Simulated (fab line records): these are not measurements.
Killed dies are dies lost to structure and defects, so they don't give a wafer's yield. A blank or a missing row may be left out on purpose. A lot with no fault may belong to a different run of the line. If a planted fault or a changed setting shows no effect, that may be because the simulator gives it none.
fab line records | flow sfq-line
record: lots: 5 wafers: 15 last-day: 84
route steps=325 shown I4@164 JJ@178
lots with no fault: from the same line, run without faults
start-h: hours from the record's opening day to when the first of the lot's shown wafers began | wait-h: hours from the lot's prior step to this one | " identical to the entry in the row above | L1.1+2: a row that stands for several wafers | - no value, or no start given | * or withheld: withheld | < > ~ a bound
route shown NAME@n: names a module that has steps shown in the file, with the first one's number in the route | usual: mean/standard deviation of fault-free wafers | same: alike in all rows | chamber/n: place in a boat | sites: the reading at each site | _std_site: their standard deviation | _edge_site: mean of outer sites minus mean of inner sites | radius-mm: for every site, how far away it sits from the centre of the wafer | mask NAME#n: copy n | behind: the last tool/chamber to shape the wafer | hold: cause of the lot's hold/its duration in hours/its outcome | device: the n, p or np transistor that did not switch | end of line: the same wafers' tests at the end of the route | step lacking rows: just its recipe | killed: dies lost to structure and defects at the first sort, not the wafer's yield | map: shows each die of a wafer: x if killed, . if not, _ if none is there
set.NAME: setting as actually run; set.NAME@STEP: the setting as run at that earlier step | model.NAME: the simulator's own value behind a step, which no gauge read
lots at selected steps of the route; one table per step, one row per wafer
services: the hour from which a tool's chamber was out of use, counted from the record's first day as start-h (under 0 if before that day), plus the number of hours and why
== steps ==
step: SFQ_TRILAYER_I4_CMP_CMP_100
recipe: material: SiO2 down-force-psi: 2.921 platen-rpm: 60 pad-velocity-m-s: 0.94248
usual: head-pressure-psi: 2.921/0.0067 motor-current-A: 10.6/1.1 platen-rpm: 60.00/0.043 time-to-endpoint-s: 224/8.5
columns lot.wafer tool chamber start-h wait-h head-pressure-psi motor-current-A platen-rpm time-to-endpoint-s
L075.4 cmp-02 0 1078.95 0.0 2.932 11.1 59.90 228
L075.1 " 1 " " 2.920 9.6 59.97 223
L075.2 " 2 " " 2.916 10.9 59.97 215
L080.1 cmp-01 3 1103.20 1.4 2.936 12.1 60.01 219
L080.3 " 1 1104.20 2.4 2.921 9.8 59.99 223
L080.5 " 2 " " 2.920 8.5 59.99 224
L081.1 cmp-01 3 1110.14 2.5 2.923 12.4 59.99 212
L081.2 " 0 " " 2.922 11.3 59.97 223
L081.5 " 2 1111.64 4.0 2.930 8.6 59.94 225
L084.3 cmp-01 3 1154.18 2.0 2.930 12.0 60.01 210
L084.6 " 1 1155.18 2.9 2.915 9.8 59.95 234
L084.5 " 2 " " 2.914 8.4 59.95 230
L086.1 cmp-01 0 1167.53 0.0 2.917 11.4 59.96 223
L086.2 " 2 1168.53 1.0 2.928 8.7 60.06 222
L086.4 " 3 " " 2.913 12.1 60.03 214
step: SFQ_I4_BOW_MEAS_927
recipe: mode: bow
usual: I4_BOW: 2/8.1
columns lot.wafer tool chamber start-h wait-h I4_BOW[um]
L075.1 film-metro-01 - 1081.95 2.0 13
L075.2 " - " " 2
L075.4 " - " " 14
L080.1 film-metro-01 - 1105.70 2.0 0
L080.3 " - " " 1
L080.5 " - " " -1
L081.1 film-metro-04 - 1112.64 2.0 -1
L081.2 " - " " 5
L081.5 " - " " 10
L084.3 film-metro-02 - 1156.22 1.5 18
L084.5 " - " " 10
L084.6 " - " " 10
L086.1 film-metro-04 - 1170.53 2.5 2
L086.2 " - " " 14
L086.4 " - " " -1
step: SFQ_TRILAYER_I4_METRO_MEASURE_101
usual: thk-nm: 200.4/1
columns lot.wafer tool chamber start-h wait-h thk-nm
L075.1 film-metro-01 - 1082.07 0.1 202.7
L075.2 " - " " 200.2
L075.4 " - " " 200.6
L080.1 film-metro-01 - 1105.82 0.1 199.6
L080.3 " - " " 199.5
L080.5 " - " " 201.0
L081.1 film-metro-04 - 1112.76 0.1 198.9
L081.2 " - " " 199.9
L081.5 " - " " 200.2
L084.3 film-metro-02 - 1156.70 0.5 199.4
L084.5 " - " " 200.1
L084.6 " - " " 201.5
L086.1 film-metro-04 - 1170.65 0.1 201.8
L086.2 " - " " 201.0
L086.4 " - " " 199.8
step: SFQ_TRILAYER_I4_VIA_LITHO_COAT_108
recipe: resist: BARC spin-rpm: 3000 resist-thk-nm: 62
usual: spin-speed-rpm: 3000.0/1.9
columns lot.wafer tool chamber start-h wait-h spin-speed-rpm
L075.1 litho-track-03 0 1083.27 1.0 3000.2
L075.2 " 0 " " 3001.9
L075.4 " 0 " " 2998.0
L080.1 litho-track-04 0 1107.02 1.0 3002.7
L080.3 " 0 " " 2999.9
L080.5 " 0 " " 3003.3
L081.1 litho-track-03 0 1113.96 1.0 3003.8
L081.2 " 0 " " 3000.8
L081.5 " 0 " " 3001.1
L084.3 litho-track-03 0 1157.60 0.7 2999.5
L084.5 " 0 " " 3003.9
L084.6 " 0 " " 3000.9
L086.1 litho-track-04 0 1171.85 1.0 3000.3
L086.2 " 0 " " 2998.5
L086.4 " 0 " " 2998.0
step: SFQ_TRILAYER_I4_VIA_LITHO_COAT_103
recipe: resist: KrF spin-rpm: 3000 resist-thk-nm: 650
usual: spin-speed-rpm: 2999.8/2
columns lot.wafer tool chamber start-h wait-h spin-speed-rpm
L075.1 litho-track-03 0 1083.57 0.2 3000.3
L075.2 " 0 " " 3001.2
L075.4 " 0 " " 2996.6
L080.1 litho-track-04 0 1107.32 0.2 3000.3
L080.3 " 0 " " 2998.3
L080.5 " 0 " " 3000.5
L081.1 litho-track-03 0 1114.26 0.2 3000.7
L081.2 " 0 " " 3001.1
L081.5 " 0 " " 2998.8
L084.3 litho-track-03 0 1157.90 0.2 2998.9
L084.5 " 0 " " 3003.9
L084.6 " 0 " " 3002.1
L086.1 litho-track-04 0 1172.15 0.2 3005.4
L086.2 " 0 " " 3001.5
L086.4 " 0 " " 2999.0
step: SFQ_TRILAYER_I4_VIA_LITHO_SOFTBAKE_107
recipe: temp-c: withheld time-s: withheld resist: KrF
columns lot.wafer tool chamber start-h wait-h
L075.1+2+4 litho-track-03 0 1083.87 0.2
L080.1+3+5 litho-track-04 0 1107.62 0.2
L081.1+2+5 litho-track-03 0 1114.56 0.2
L084.3+5+6 litho-track-03 0 1158.15 0.2
L086.1+2+4 litho-track-04 0 1172.45 0.2
step: SFQ_TRILAYER_I4_VIA_LITHO_EXPOSE_104
recipe: mask-id: I4 na: 0.6 source-shape: conventional sigma-outer: 0.65 target-cd-nm: 700 dose-mj: 21.3
same: na: 0.6
columns lot.wafer tool chamber start-h wait-h mask
L075.1+2+4 krf-scanner-02 0 1217.87 - I4#0
L080.1+3+5 krf-scanner-01 0 1234.46 - I4#0
L081.1+2+5 krf-scanner-02 0 1241.79 - I4#0
L084.3+5+6 krf-scanner-02 0 1279.39 - I4#0
L086.1+2+4 krf-scanner-01 0 1299.93 - I4#0
step: SFQ_TRILAYER_I4_VIA_LITHO_PEB_106
recipe: peb-temp-c: 115 peb-time-s: 60 resist: KrF
columns lot.wafer tool chamber start-h wait-h
L075.1+2+4 litho-track-03 0 1219.07 1.0
L080.1+3+5 litho-track-01 0 1235.66 1.0
L081.1+2+5 litho-track-03 0 1242.99 1.0
L084.3+5+6 litho-track-03 0 1280.24 0.7
L086.1+2+4 litho-track-01 0 1301.13 1.0
step: SFQ_TRILAYER_I4_VIA_LITHO_DEVELOP_105
recipe: time-s: 60 resist: KrF
columns lot.wafer tool chamber start-h wait-h
L075.1+2+4 litho-track-03 0 1219.22 0.1
L080.1+3+5 litho-track-01 0 1235.81 0.1
L081.1+2+5 litho-track-03 0 1243.14 0.1
L084.3+5+6 litho-track-03 0 1280.39 0.1
L086.1+2+4 litho-track-01 0 1301.28 0.1
step: SFQ_I4_OVL_MEAS_928
usual: I4_OVL: 1/5.9
columns lot.wafer tool chamber start-h wait-h I4_OVL[nm]
L075.1 overlay-02 - 1219.37 0.1 8
L075.2 " - " " 5
L075.4 " - " " -2
L080.1 overlay-02 - 1235.96 0.1 1
L080.3 " - " " 6
L080.5 " - " " 4
L081.1 overlay-01 - 1243.29 0.1 0
L081.2 " - " " 1
L081.5 " - " " -1
L084.3 overlay-02 - 1280.50 0.1 -3
L084.5 " - " " 0
L084.6 " - " " -1
L086.1 overlay-02 - 1301.43 0.1 -3
L086.2 " - " " -6
L086.4 " - " " -3
step: SFQ_TRILAYER_I4_VIA_BARC_OPEN_VIA_ETCH_146
recipe: mask-material: PR chemistry: O2 target-depth-nm: 125 target: BARC source-w: 500 bias-w: 80 pressure-mtorr: 30 time-s: 41.7
usual: drypump-motor-current-A: 5.8/0.47 oes-product-au: 0.686/0.0049
columns lot.wafer tool chamber start-h wait-h drypump-motor-current-A oes-product-au rf-hours-counter-h
L075.1 rie-diel-02 0 1219.40 0.0 6.0 0.689 10
L075.2 " 3 " " 6.1 0.688 17
L075.4 " 1 " " 6.0 0.689 9
L080.1 rie-diel-02 1 1236.00 0.0 6.0 0.687 9
L080.3 " 2 " " 4.7 0.682 6
L080.5 " 2 " " 4.7 0.683 -
L081.1 rie-diel-02 3 1243.32 0.0 6.2 0.682 18
L081.2 " 1 " " 6.0 0.678 9
L081.5 " 0 " " 5.9 0.687 -
L084.3 rie-diel-02 1 1280.52 0.0 6.0 0.689 10
L084.5 " 1 " " 6.0 0.695 -
L084.6 " 2 " " 4.6 0.686 -
L086.1 rie-diel-03 2 1301.47 0.0 5.7 0.688 8
L086.2 " 3 " " 5.9 0.683 7
L086.4 " 1 " " 4.9 0.683 15
step: SFQ_TRILAYER_I4_VIA_ETCH_VIA_ETCH_106
recipe: target: SiO2 stop-on: Nb mask-material: PR taper-deg: 20 chemistry: CHF3 target-depth-nm: 260 source-w: 500 bias-w: 81.01 pressure-mtorr: 30 time-s: withheld
usual: drypump-motor-current-A: 5.8/0.47 oes-product-au: 0.856/0.0051
columns lot.wafer tool chamber start-h wait-h drypump-motor-current-A oes-product-au
L075.1 rie-diel-02 0 1219.44 0.0 5.9 0.859
L075.2 " 3 " " 6.2 0.852
L075.4 " 1 " " 6.0 0.854
L080.1 rie-diel-02 1 1236.04 0.0 6.0 0.858
L080.3 " 2 " " 4.7 0.852
L080.5 " 2 " " 4.7 0.859
L081.1 rie-diel-02 3 1243.36 0.0 6.2 0.856
L081.2 " 1 " " 6.0 0.852
L081.5 " 0 " " 5.9 0.856
L084.3 rie-diel-02 1 1280.56 0.0 6.0 0.849
L084.5 " 1 " " 6.0 0.857
L084.6 " 2 " " 4.7 0.857
L086.1 rie-diel-03 2 1301.51 0.0 5.7 0.854
L086.2 " 3 " " 5.9 0.858
L086.4 " 1 " " 4.9 0.863
step: SFQ_TRILAYER_I4_VIA_STRIP_STRIP_107
recipe: gas: O2 power-w: 200 platen-temp-c: 40 overash-fraction: 0.65 chemistry: O2 pressure-mtorr: 50
usual: drypump-motor-current-A: 5.8/0.47 oes-product-au: 1.005/0.0076
same: overash-fraction: 0.65
columns lot.wafer tool chamber start-h wait-h drypump-motor-current-A oes-product-au rf-hours-counter-h
L075.1 rie-metal-03 1 1219.55 - 5.3 1.000 112
L075.2 " 0 " " 5.5 1.008 2
L075.4 " 0 " " 5.5 1.007 -
L080.1 rie-metal-03 0 1236.15 - 5.5 1.008 5
L080.3 " 0 " " 5.5 1.003 -
L080.5 " 1 " " 5.2 0.999 -
L081.1 rie-metal-04 0 1243.48 - 6.2 1.021 43
L081.2 " 1 " " 6.2 1.010 124
L081.5 " 0 " " 6.2 1.010 -
L084.3 rie-metal-01 1 1280.88 - 6.6 1.004 -
L084.5 " 0 " " 5.5 1.006 -
L084.6 " 1 " " 6.6 1.000 -
L086.1 rie-metal-03 1 1301.62 - 5.2 0.997 127
L086.2 " 0 " " 5.5 1.011 13
L086.4 " 1 " " 5.2 0.997 -
step: SFQ_TRILAYER_I4_VIA_STRIP_SOLV_CLEAN_108
recipe: chemistry: NMP temp-c: 70 time-s: 600
usual: bath-heat-duty-pct: 13.6/1.8
columns lot.wafer tool chamber start-h wait-h bath-heat-duty-pct
L075.1 wet-bench-01 5 1220.15 0.4 15.8
L075.2 " 1 " " 11.3
L075.4 " 0 " " 14.1
L080.1 wet-bench-01 6 1236.75 0.4 15.8
L080.3 " 7 " " 12.7
L080.5 " 5 " " 16.6
L081.1 wet-bench-03 4 1244.08 0.4 11.9
L081.2 " 6 " " 12.7
L081.5 " 7 " " 12.7
L084.3 wet-bench-01 1 1281.28 0.2 11.7
L084.5 " 3 " " 12.0
L084.6 " 2 " " 15.2
L086.1 wet-bench-03 5 1302.42 0.5 14.3
L086.2 " 7 " " 13.5
L086.4 " 0 " " 15.1
step: SFQ_TRILAYER_JJ_TRILAYER_DEP_PRE_CLEAN_113
recipe: gas: Ar time-s: 22.5 bias-v: 250
columns lot.wafer tool chamber start-h wait-h
L075.1+2+4 pvd-sputter-04 - 1220.50 0.0
L080.1+3+5 pvd-sputter-05 - 1237.10 0.0
L081.1+2+5 pvd-sputter-06 - 1244.25 0.0
L084.3+5+6 pvd-sputter-04 - 1281.47 0.0
L086.1+2+4 pvd-sputter-04 - 1302.60 0.0
== services ==
columns tool chamber start-h hours kind
krf-scanner-02 - 1058.45 0.8 pm
krf-scanner-02 - 1113.75 0.5 repair
krf-scanner-02 - 1114.68 1.0 pm
cmp-01 - 1122.07 4.7 repair
cmp-01 - 1122.55 0.9 repair
krf-scanner-02 - 1141.01 1.3 pm
rie-diel-02 1 1142.37 12.0 repair
krf-scanner-02 - 1147.11 3.6 pm
rie-metal-03 - 1153.86 14.6 pm
rie-diel-02 1 1154.71 8.6 repair
cmp-01 - 1165.13 0.4 repair
rie-metal-03 - 1168.46 10.0 pm
wet-bench-01 - 1179.53 1.3 repair
pvd-sputter-04 - 1192.88 1.0 repair
krf-scanner-02 - 1227.47 0.8 pm
cmp-01 - 1232.86 0.8 repair
wet-bench-01 - 1260.42 1.8 repair
cmp-01 - 1260.56 4.0 pm
rie-diel-02 - 1266.63 0.4 repair
cmp-01 - 1268.44 1.7 repair
rie-diel-02 - 1269.39 2.8 pm
cmp-01 - 1279.56 5.5 pm
rie-diel-02 - 1282.73 0.5 repair
cmp-01 - 1285.02 3.8 pm
== key ==
fault none
